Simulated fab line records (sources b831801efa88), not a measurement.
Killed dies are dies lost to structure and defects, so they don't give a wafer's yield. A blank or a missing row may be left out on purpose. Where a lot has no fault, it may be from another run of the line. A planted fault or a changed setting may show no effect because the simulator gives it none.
A lot that was struck, set against a sound lot | flow sky130 | 15 out of 708 route steps
Sound: wafers L781.2, L781.3, L781.6. Struck: wafer L776.2 (L776.1, L776.6, from the same lot, were not struck and are left out); the cause is given at the end.
Per side, at each step with rows, come the tool, then ch with its chambers, and then its first start. Under that, the readings that differ: sound wafers | struck wafers | difference of the means | sigmas: that difference in standard deviations of wafers without a fault.
alike: readings with means less than 2 such deviations apart, plus words and numbers identical on both sides. not compared: withheld readings, readings lacking a value on some wafer, bounds such as >300 that could conceal the same value, and numbers that have no deviation in the record and whose values overlap.
A row with sigmas, a row that says differs or no value, or rows on one side alone: a step with any of these is where the two part. Numbers that have no deviation but don't overlap get no sigmas and don't part them. A reading that every wafer of one side lacks parts them only if that side has two wafers or more.

SKY_METAL2_STRIP_20: strips in O2/N2.
  sound on plasma-asher-01 ch 0,1, day 41 12:56; struck on plasma-asher-01 ch 1, day 40 05:49
  alike: drypump-motor-current-A, oes-product-au, strip-time-to-endpoint-s
  not compared: rf-hours-counter-h
then, 4 steps without rows for these wafers: SKY_METAL2_STRIP_21 (strips in post etch residue remover, time 1200 s); SKY_METAL2_CLEAN_22 (cleans in IPA, time 180 s); SKY_METAL2_CLEAN_23 (cleans in O3/DIW); SKY_VIA2_HDPCVD_00 (deposits SiO2, target thk 1180 nm, time 196.7 s).
SKY_VIA2_THK_MEAS_01:
  sound: film-metro-01 at day 41 13:40; struck: film-metro-03 at day 40 06:32
  alike: VIA2_HDPCVD_THK
SKY_VIA2_CMP_02: polishes SiO2.
  sound on cmp-01 ch 0,1,2, day 41 13:49; struck on cmp-01 ch 1, day 40 06:36
  alike: head-pressure-psi, motor-current-A
SKY_VIA2_BOW_MEAS_03:
  sound: film-metro-01 at day 41 14:05; struck: film-metro-01 at day 40 06:54
  alike: VIA2_BOW
then, 4 steps without rows for these wafers: SKY_VIA2_DEHYDRATE_04 (time 60 s); SKY_VIA2_HMDS_05 (prime time 60 s); SKY_VIA2_COAT_06 (resist thk 60 nm); SKY_VIA2_COAT_07 (resist thk 450 nm).
SKY_VIA2_SOFTBAKE_08: time 90 s.
  sound on litho-track-04 ch 0, day 42 02:00; struck on litho-track-02 ch 0, day 40 18:00
  reading                  | sound                | struck | difference | sigmas
  heater-power-total-W (W) | 57.48 57.48 57.52    | 59.16  | +1.67      | +14
  run-length-s (s)         | 118.67 118.85 118.75 | 110.46 | -8.30      | -30
then, 1 step without rows for these wafers: SKY_VIA2_EXPOSE_09 (exposes mask VIM2, target cd 200 nm).
-- the record jumps here: 9 days lie between the struck wafers' starts before and after (it left off in module VIA2 and takes up again in module PAD_OPEN, whose first step shown is number 708 of the route) --
SKY_PAD_OPEN_PROBE_99:
  sound: prober-02 at day 50 14:15; struck: prober-01 at day 49 18:19
  reading            | sound       | struck | difference | sigmas
  killed_at_M0_to_M3 | 36 36 34    | 49     | +14        | +2
  killed-dies        | 83 87 68    | 99     | +20        | +2
  killed-open        | 44 43 32    | 61     | +21        | +3
  sort-n-pass        | 409 405 424 | 393    | -20        | -2
  alike: defect-limited-yield, killed_at_M4_up, killed-at-contacts, killed-at-front-end, killed-at-other, killed-on-rim, killed-short, sort_bin_3_pad_short, sort_bin_5_function, sort_bin_6_memory, sort-yield-pct

WHERE THEY PART
Last at SKY_PAD_OPEN_PROBE_99 as far as this record goes, first at SKY_VIA2_SOFTBAKE_08.

WHY: what had been put in by the simulator
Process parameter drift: litho-track-02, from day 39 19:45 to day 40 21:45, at SKY_VIA2_SOFTBAKE_08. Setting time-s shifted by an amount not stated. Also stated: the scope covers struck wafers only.
